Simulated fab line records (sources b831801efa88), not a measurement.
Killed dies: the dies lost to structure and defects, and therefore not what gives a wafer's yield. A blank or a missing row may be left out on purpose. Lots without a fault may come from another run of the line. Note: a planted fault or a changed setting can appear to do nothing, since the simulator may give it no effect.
fab line records ; flow sky130
record: lots: 5; wafers: 14; last-day: 49
route steps=708 shown METAL5@680 PASSIVATION@681 PAD_OPEN@694
lots with no fault: from the same line, run without faults
start-h: hours from the record's first day to the start of the lot's first wafer shown ; wait-h: hours elapsed since this lot's preceding step ; " repeats the value in the row above ; L1.1+2: several wafers, shown together as one row ; - no value, or no start given ; * or withheld: withheld ; < > ~ a bound
route shown NAME@n: a module of which the file shows steps, and the number in the route of the first ; usual: mean/standard deviation taken from wafers without a fault ; same: alike in all rows ; chamber/n: place in a boat ; sites: the reading at each site ; _std_site: standard deviation of those values ; _edge_site: mean of outer sites minus mean of inner sites ; radius-mm: how far each site lies from the wafer's centre ; mask NAME#n: copy n ; behind: the tool/chamber that last shaped the wafer ; hold: what put the lot on hold/how long, in hours/how the hold closed ; device: whichever transistor did not switch (one of n, p or np) ; end of line: at the end of the route, the tests of the same wafers ; step lacking rows: just its recipe ; killed: count of dies lost to structure and defects at first sort (not the wafer's yield) ; map: shows each die of a wafer: x if killed, . if not, _ if none is there
set.NAME: the setting as run; set.NAME@STEP: as run at that earlier step ; model.NAME: the simulator's own value behind a step, which no gauge read
lots at selected steps of the route; one table per step, one row per wafer
services: from which hour (start-h, from the record's first day; less than 0 if before it) a tool's chamber was out of use, for how many hours, and why
== steps ==
step: SKY_METAL5_CLEAN_19
recipe: chemistry: O3/DIW; dry: n2-spin
step: SKY_PASSIVATION_CVD_00
recipe: material: SiO2; target-thk-nm: 90; temp-c: 400; time-s: withheld; rf-w: 600
usual: heater-power-w: 657/130
lot.wafer;tool;chamber;start-h;wait-h;heater-power-w
L186.1;pecvd-03;0;1056.29;0.0;728
L186.2;pecvd-03;1;1056.29;0.0;823
L186.3;pecvd-03;2;1056.29;0.0;563
L188.2;pecvd-02;1;1071.54;0.0;734
L188.3;pecvd-02;0;1071.54;0.0;527
L188.6;pecvd-02;1;1071.54;0.0;728
L195.2;pecvd-02;0;1114.00;0.0;540
L195.3;pecvd-02;1;1114.00;0.0;578
L202.2;pecvd-03;2;1148.19;0.0;546
L202.3;pecvd-03;1;1148.19;0.0;818
L202.6;pecvd-03;2;1148.19;0.0;548
L203.1;pecvd-02;2;1149.17;0.0;537
L203.4;pecvd-02;2;1149.17;0.0;555
L203.5;pecvd-02;0;1149.17;0.0;540
step: SKY_PASSIVATION_THK_MEAS_01
recipe: reads: SiO2_of_PASSIVATION_CVD_00
usual: PASSIVATION_CVD_00_THK: 90.1/1.1
lot.wafer;tool;chamber;start-h;wait-h;PASSIVATION_CVD_00_THK[nm]
L186.1;film-metro-04;-;1056.31;-;89.9
L186.2;film-metro-04;-;1056.31;-;88.9
L186.3;film-metro-04;-;1056.31;-;89.6
L188.2;film-metro-04;-;1071.58;-;88.5
L188.3;film-metro-04;-;1071.58;-;88.3
L188.6;film-metro-04;-;1071.58;-;89.5
L195.2;film-metro-04;-;1114.03;-;89.1
L195.3;film-metro-04;-;1114.03;-;88.1
L202.2;film-metro-01;-;1148.22;-;88.6
L202.3;film-metro-01;-;1148.22;-;88.4
L202.6;film-metro-01;-;1148.22;-;90.5
L203.1;film-metro-04;-;1149.20;-;91.7
L203.4;film-metro-04;-;1149.20;-;92.8
L203.5;film-metro-04;-;1149.20;-;92.3
step: SKY_PASSIVATION_CVD_02
recipe: material: Si3N4; target-thk-nm: 540; temp-c: 400; time-s: withheld; rf-w: 450
usual: heater-power-w: 748/130
lot.wafer;tool;chamber;start-h;wait-h;heater-power-w
L186.1;pecvd-03;2;1056.37;0.1;573
L186.2;pecvd-03;1;1056.37;0.1;951
L186.3;pecvd-03;0;1056.37;0.1;894
L188.2;pecvd-03;0;1071.63;0.0;838
L188.3;pecvd-03;2;1071.63;0.0;607
L188.6;pecvd-03;0;1071.63;0.0;827
L195.2;pecvd-03;1;1114.08;0.0;820
L195.3;pecvd-03;0;1114.08;0.0;788
L202.2;pecvd-04;1;1148.27;0.0;795
L202.3;pecvd-04;2;1148.27;0.0;841
L202.6;pecvd-04;1;1148.27;0.0;656
L203.1;pecvd-03;1;1149.26;0.1;808
L203.4;pecvd-03;2;1149.26;0.1;573
L203.5;pecvd-03;0;1149.26;0.1;843
step: SKY_PASSIVATION_THK_MEAS_03
recipe: reads: Si3N4_of_PASSIVATION_CVD_02
usual: PASSIVATION_CVD_02_THK: 540/6.9
lot.wafer;tool;chamber;start-h;wait-h;PASSIVATION_CVD_02_THK[nm]
L186.1;film-metro-02;-;1056.60;-;529
L186.2;film-metro-02;-;1056.60;-;528
L186.3;film-metro-02;-;1056.60;-;532
L188.2;film-metro-04;-;1071.86;-;535
L188.3;film-metro-04;-;1071.86;-;532
L188.6;film-metro-04;-;1071.86;-;536
L195.2;film-metro-04;-;1114.32;-;528
L195.3;film-metro-04;-;1114.32;-;533
L202.2;film-metro-04;-;1148.51;-;542
L202.3;film-metro-04;-;1148.51;-;544
L202.6;film-metro-04;-;1148.51;-;551
L203.1;film-metro-04;-;1149.48;-;546
L203.4;film-metro-04;-;1149.48;-;554
L203.5;film-metro-04;-;1149.48;-;556
step: SKY_PASSIVATION_DEHYDRATE_04
recipe: temp-c: 200; time-s: 60
step: SKY_PASSIVATION_HMDS_05
recipe: prime-time-s: 60; prime-temp-c: 120
step: SKY_PASSIVATION_COAT_06
recipe: spin-rpm: 2000; resist-thk-nm: 3000
step: SKY_PASSIVATION_SOFTBAKE_07
recipe: temp-c: 110; time-s: withheld
step: SKY_PASSIVATION_EXPOSE_08
recipe: mask-id: NSM; target-cd-nm: 3000; na: 0.57; dose-mj: 260
step: SKY_PASSIVATION_PEB_09
recipe: temp-c: 115; time-s: withheld
step: SKY_PASSIVATION_DEVELOP_10
recipe: develop-time-s: 60; dev-temp-c: 23
step: SKY_PASSIVATION_ETCH_11
recipe: chemistry: CF4/O2; target-depth-nm: 725; stop-on: AlCu; source-w: 800; bias-w: 150; pressure-mtorr: 150; cf4-flow-sccm: 80; O2_flow_sccm: 10; time-s: 161.1
usual: bias-w: 150.1/0.45; drypump-motor-current-A: 5.7/0.47; oes-product-au: 0.979/0.0067; throttle-valve-pct: 5.964/0.009
lot.wafer;tool;chamber;start-h;wait-h;bias-w;drypump-motor-current-A;oes-product-au;rf-hours-counter-h;throttle-valve-pct;model.coat_of_PASSIVATION_COAT_06.thk-nm
L186.1;rie-diel-01;0;1077.64;-;150.0;4.8;0.960;14;5.958;2521
L186.2;rie-diel-01;1;1077.64;-;150.2;5.7;0.967;6;5.961;2522
L186.3;rie-diel-01;2;1077.64;-;150.1;6.5;0.973;11;5.956;2527
L188.2;rie-diel-03;0;1092.46;-;150.4;5.4;0.971;30;5.956;2520
L188.3;rie-diel-03;3;1092.46;-;149.6;5.5;0.974;9;5.967;2521
L188.6;rie-diel-03;3;1092.46;-;150.2;5.5;0.980;-;5.967;2516
L195.2;rie-diel-03;1;1132.97;-;150.4;6.3;0.975;14;5.974;2248
L195.3;rie-diel-03;3;1132.97;-;149.8;5.5;0.978;10;5.969;2510
L202.2;rie-diel-01;3;1166.16;-;149.8;5.9;0.971;16;5.961;2526
L202.3;rie-diel-01;0;1166.16;-;150.5;4.8;0.983;17;5.967;2507
L202.6;rie-diel-01;3;1166.16;-;149.3;5.9;0.986;-;5.963;2524
L203.1;rie-diel-01;2;1166.86;-;150.3;6.4;0.982;14;5.980;2521
L203.4;rie-diel-01;3;1166.86;-;150.9;5.9;0.981;16;5.975;2533
L203.5;rie-diel-01;3;1166.86;-;150.4;5.9;0.984;-;5.963;2539
step: SKY_PASSIVATION_STRIP_12
recipe: chemistry: O2/N2; power-w: 1400; pressure-mtorr: 1500; platen-temp-c: withheld; overash-fraction: 0.7; o2-flow-sccm: 3000; n2-flow-sccm: 300
usual: drypump-motor-current-A: 5.8/0.47; o2-flow-sccm: 2999/8.9; oes-product-au: 0.661/0.0044; strip-time-to-endpoint-s: 31.53/0.1
lot.wafer;tool;chamber;start-h;wait-h;drypump-motor-current-A;o2-flow-sccm;oes-product-au;rf-hours-counter-h;strip-time-to-endpoint-s
L186.1;plasma-asher-03;0;1077.74;0.1;5.4;2999;0.652;92;31.58
L186.2;plasma-asher-03;1;1077.74;0.1;6.6;2996;0.667;92;31.58
L186.3;plasma-asher-03;1;1077.74;0.1;6.6;2999;0.654;-;31.65
L188.2;plasma-asher-03;0;1092.57;0.1;5.4;3002;0.665;93;31.58
L188.3;plasma-asher-03;0;1092.57;0.1;5.4;3011;0.653;-;31.57
L188.6;plasma-asher-03;1;1092.57;0.1;6.6;3020;0.665;-;31.51
L195.2;plasma-asher-03;0;1133.08;0.1;5.4;2985;0.655;97;28.43
L195.3;plasma-asher-03;0;1133.08;0.1;5.4;2997;0.666;-;31.44
L202.2;plasma-asher-03;0;1166.27;0.1;5.4;2995;0.656;100;31.62
L202.3;plasma-asher-03;0;1166.27;0.1;5.4;3007;0.664;-;31.41
L202.6;plasma-asher-03;0;1166.27;0.1;5.4;2998;0.662;-;31.61
L203.1;plasma-asher-04;0;1166.97;0.1;5.3;2995;0.668;10;31.56
L203.4;plasma-asher-04;0;1166.97;0.1;5.3;3010;0.657;-;31.73
L203.5;plasma-asher-04;1;1166.97;0.1;5.8;2987;0.656;-;31.80
step: SKY_PAD_OPEN_DEHYDRATE_00
recipe: temp-c: 200; time-s: 60
== services ==
tool;chamber;start-h;hours;kind
rie-diel-01;3;1036.92;49.9;repair
plasma-asher-04;-;1044.85;14.6;pm
pecvd-02;-;1046.07;14.6;pm
pecvd-02;2;1046.43;5.5;scheduled-down
pecvd-04;-;1047.04;28.1;pm
pecvd-03;0;1058.50;5.5;scheduled-down
pecvd-03;-;1058.74;2.5;repair
plasma-asher-04;-;1059.45;9.0;pm
plasma-asher-04;0;1059.45;9.0;vent-cycle
plasma-asher-04;1;1059.45;9.0;vent-cycle
plasma-asher-04;0;1068.45;-;clean
plasma-asher-04;1;1068.45;-;clean
rie-diel-01;-;1073.68;0.8;repair
pecvd-03;2;1086.39;2.1;scheduled-down
pecvd-04;-;1094.66;0.7;repair
rie-diel-01;-;1119.00;0.8;repair
pecvd-04;1;1130.79;5.5;scheduled-down
pecvd-02;-;1154.72;1.4;repair
pecvd-03;0;1154.86;14.9;repair
pecvd-02;-;1166.43;0.9;repair
== key ==
first-sign: step: SKY_PASSIVATION_STRIP_12; reading: strip-time-to-endpoint-s; direction: down; sigmas: 30; usual: *; struck: *
effect none on later readings
model-effect: step: SKY_PASSIVATION_ETCH_11; value: coat_of_PASSIVATION_COAT_06.thk-nm; without: 2524; struck: 2248
met-at SKY_PASSIVATION_ETCH_11
struck-wafers L195.2
onset-between 1092.46 1132.97
fault: kind: process-parameter-drift; tool: rie-diel-03; chamber: -; onset-h: 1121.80; steps: SKY_PASSIVATION_ETCH_11; channel: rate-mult; offset: 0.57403; shape: step; end-h: 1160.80; scope: struck-wafers-only
